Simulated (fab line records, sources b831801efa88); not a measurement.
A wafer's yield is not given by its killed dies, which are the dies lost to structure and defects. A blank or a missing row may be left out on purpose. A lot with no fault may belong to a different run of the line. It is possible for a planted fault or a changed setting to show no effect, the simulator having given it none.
Struck lot and sound lot, side by side ; flow gf180mcu ; 29 steps out of a route of 602
Sound: wafers L573.4, L573.5, L573.6. Wafers L570.3, L570.4, L570.6 were the ones struck. The cause is given at the end.
For every step that has rows: the tool of each side, followed by ch and its chambers, followed by its first start. Under that, the readings that differ: sound wafers ; struck wafers ; difference of the means ; sigmas: that difference in standard deviations of wafers without a fault.
alike: readings with means less than 2 such deviations apart, plus words and numbers identical on both sides. not compared: withheld readings, readings lacking a value on some wafer, bounds such as >300 that could conceal the same value, and numbers that have no deviation in the record and whose values overlap.
The two part at a step that has a row with sigmas, a row that says differs or no value, or rows on one side only. When numbers do not overlap yet have no deviation, they are printed without sigmas and do not part them. Lack of a reading on every wafer of one side parts them only where that side has two or more wafers.

first, 6 steps without rows for these wafers: GF_HV_LDD_IMPLANT_48; GF_HV_LDD_STRIP_49 (strips in O2/N2); GF_HV_LDD_CLEAN_51 (cleans in SC1/SC2, time 150 s); GF_HV_LDD_RTA_52 (time 10 s); GF_HV_LDD_CVD_54 (deposits SiO2 from TEOS, target thk 10 nm, time 75 s); GF_HV_LDD_CVD_56 (deposits Si3N4 from DCS/NH3, target thk 90 nm, time 1543 s).
GF_HV_LDD_ETCHBACK_58: etches Si3N4 in CH3F/O2, stops on SiO2, time 100 s, target depth 90 nm.
  sound on rie_diel-04 ch 2,3, day 20 12:36; struck on rie_diel-02 ch 1,3, day 19 12:41
reading;sound;struck;difference;sigmas
rf_fwd_power_W (W);396.2 397.2 397.0;461.6 463.9 461.4;+65.5;+50
model.SiO2_of_HV_LDD_CVD_54.thk_nm (nm);7.396 7.449 7.376;7.048 6.936 7.14;-0.366;
  alike: drypump_motor_current_A, oes_product_au, throttle_valve_pct
  not compared: rf_hours_counter_h
then, 19 steps without rows for these wafers: GF_NSD_DEHYDRATE_00 (time 60 s); GF_NSD_HMDS_01 (prime time 60 s); GF_NSD_COAT_02 (resist thk 1000 nm); GF_NSD_SOFTBAKE_03 (time 60 s); GF_NSD_EXPOSE_04 (exposes mask Nplus, target cd 400 nm); GF_NSD_PEB_05; GF_NSD_DEVELOP_06 (develop time 60 s); GF_NSD_IMPLANT_09; GF_NSD_IMPLANT_10; GF_NSD_STRIP_11 (strips in O2/N2); GF_PSD_DEHYDRATE_00 (time 60 s); GF_PSD_HMDS_01 (prime time 60 s); GF_PSD_COAT_02 (resist thk 1000 nm); GF_PSD_SOFTBAKE_03 (time 60 s); GF_PSD_EXPOSE_04 (exposes mask Pplus, target cd 400 nm); GF_PSD_PEB_05; GF_PSD_DEVELOP_06 (develop time 60 s); GF_PSD_IMPLANT_09; GF_PSD_STRIP_10 (strips in O2/N2).
-- the record jumps here: 2 days lie between the struck wafers' starts before and after --
GF_PSD_CLEAN_12: cleans in SC1/SC2, time 150 s.
  sound on wet_bench-03 ch 3, day 22 12:42; struck on wet_bench-04 ch 1, day 21 13:29
reading;sound;struck;difference;sigmas
model.SiO2_of_HV_LDD_CVD_54.thk_nm (nm);6.717 6.767 6.694;6.368 6.251 6.456;-0.368;
then, 2 steps without rows for these wafers: GF_PSD_RTA_13 (time 20 s); GF_PASSIVATION_PROBE_99.

## WHERE THEY PART
Within this record, at GF_HV_LDD_ETCHBACK_58 only.

WHY: whatever the simulator had introduced
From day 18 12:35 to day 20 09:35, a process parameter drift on rie_diel-02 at GF_HV_LDD_ETCHBACK_58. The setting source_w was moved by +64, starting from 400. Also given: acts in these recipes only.
